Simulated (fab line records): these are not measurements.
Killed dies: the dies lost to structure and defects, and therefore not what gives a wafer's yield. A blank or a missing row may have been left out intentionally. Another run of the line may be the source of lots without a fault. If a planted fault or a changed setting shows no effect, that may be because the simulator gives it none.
Which tool was responsible?	flow gf180mcu	at 1 step of a route of 602, 12 lots with 36 wafers sampled

## WHAT THE GAUGES READ, wafer by wafer
GF_V4_BOW_MEAS_05.
lot	measured	on	V4_BOW (um)
L075	day 23 16:44	film-metro-02	139 128 142
L077	day 24 08:04	film-metro-04	133 123 119
L079	day 25 09:44	film-metro-03	128 123 123
L081	day 26 00:20	film-metro-04	135 147 130
L083	day 26 17:28	film-metro-03	151 141 130
L085	day 27 02:40	film-metro-04	137 143 135
L087	day 27 22:20	film-metro-04	127 117 125
L089	day 28 13:58	film-metro-02	146 142 148
L091	day 28 18:17	film-metro-03	129 132 126
L093	day 29 05:15	film-metro-02	127 144 131
L095	day 29 18:29	film-metro-03	124 133 130
L097	day 30 16:42	film-metro-02	121 115 105

## TOOL THAT RAN EACH LOT (tool first, then ch and the chambers of the sampled wafers, then the start)
The record shows no process step preceding these readings.

## THE ANSWER, worked out from the rows above alone
Rule: the lots themselves supply what counts as usual. Put in order of their means at a reading, lots are off if they are a third of the lots or fewer, leave a main group of 4 or more, and stand apart from it by a gap of 3 or more times the standard deviation of the main group's means; of several such gaps the widest counts. The tables above print the reading to a certain number of digits; a main group whose means all agree to those digits is not used. Also off: a lot with no number at a reading for which 4 or more lots have one. Any other lot the step has rows for is counted as sound.
None of the lots is off at any reading shown; this tells nothing.

## WHAT HAD BEEN PUT IN BY THE SIMULATOR
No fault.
